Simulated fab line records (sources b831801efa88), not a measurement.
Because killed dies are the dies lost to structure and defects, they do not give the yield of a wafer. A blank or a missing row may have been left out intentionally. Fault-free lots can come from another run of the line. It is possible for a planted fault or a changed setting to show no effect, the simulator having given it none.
The tool behind it: which one? / flow gf180mcu / 36 wafers sampled from 12 lots at 1 step of a route of 602

## WHAT THE GAUGES SHOWED, per wafer
GF_HV_LDD_TW_MEAS_11.
lot=L075; measured=day 10 05:31; on=film-metro-03; HV_LDD_TW=2437 2403 2405
lot=L077; measured=day 10 22:25; on=film-metro-01; HV_LDD_TW=2418 2435 2418
lot=L079; measured=day 11 14:23; on=film-metro-03; HV_LDD_TW=2438 2408 2421
lot=L081; measured=day 12 05:44; on=film-metro-04; HV_LDD_TW=2386 2404 2409
lot=L083; measured=day 12 19:32; on=film-metro-04; HV_LDD_TW=2388 2391 2411
lot=L085; measured=day 13 08:34; on=film-metro-04; HV_LDD_TW=2397 2386 2408
lot=L087; measured=day 14 02:39; on=film-metro-01; HV_LDD_TW=2441 2440 2441
lot=L089; measured=day 14 15:35; on=film-metro-01; HV_LDD_TW=2437 2442 2442
lot=L091; measured=day 15 05:55; on=film-metro-01; HV_LDD_TW=2438 2431 2439
lot=L093; measured=day 15 19:41; on=film-metro-04; HV_LDD_TW=2388 2392 2398
lot=L095; measured=day 16 12:28; on=film-metro-01; HV_LDD_TW=2424 2427 2432
lot=L097; measured=day 17 00:31; on=film-metro-01; HV_LDD_TW=2443 2438 2450

## WHICH TOOL RAN EACH LOT (tool, then ch and the chambers of the sampled wafers, then the start)
The record holds no process step before these readings.

## THE ANSWER, worked out from the rows above alone
Rule: the usual values come from the lots themselves. The widest of any qualifying gaps counts: lots, ordered by their means at a reading, are off when they make up no more than a third of the lots, leave a main group of 4 or more, and stand apart from it by 3 or more times the standard deviation of that group's means. A main group whose means are all the same, to the digits that the tables above print for the reading, isn't used. Also off: a lot with no number at a reading for which 4 or more lots have one. Where the step has rows for the other lots, those lots are counted as sound.
No lot is off at any reading shown: from this, nothing can be told.

## WHAT THE SIMULATOR HAD INSERTED
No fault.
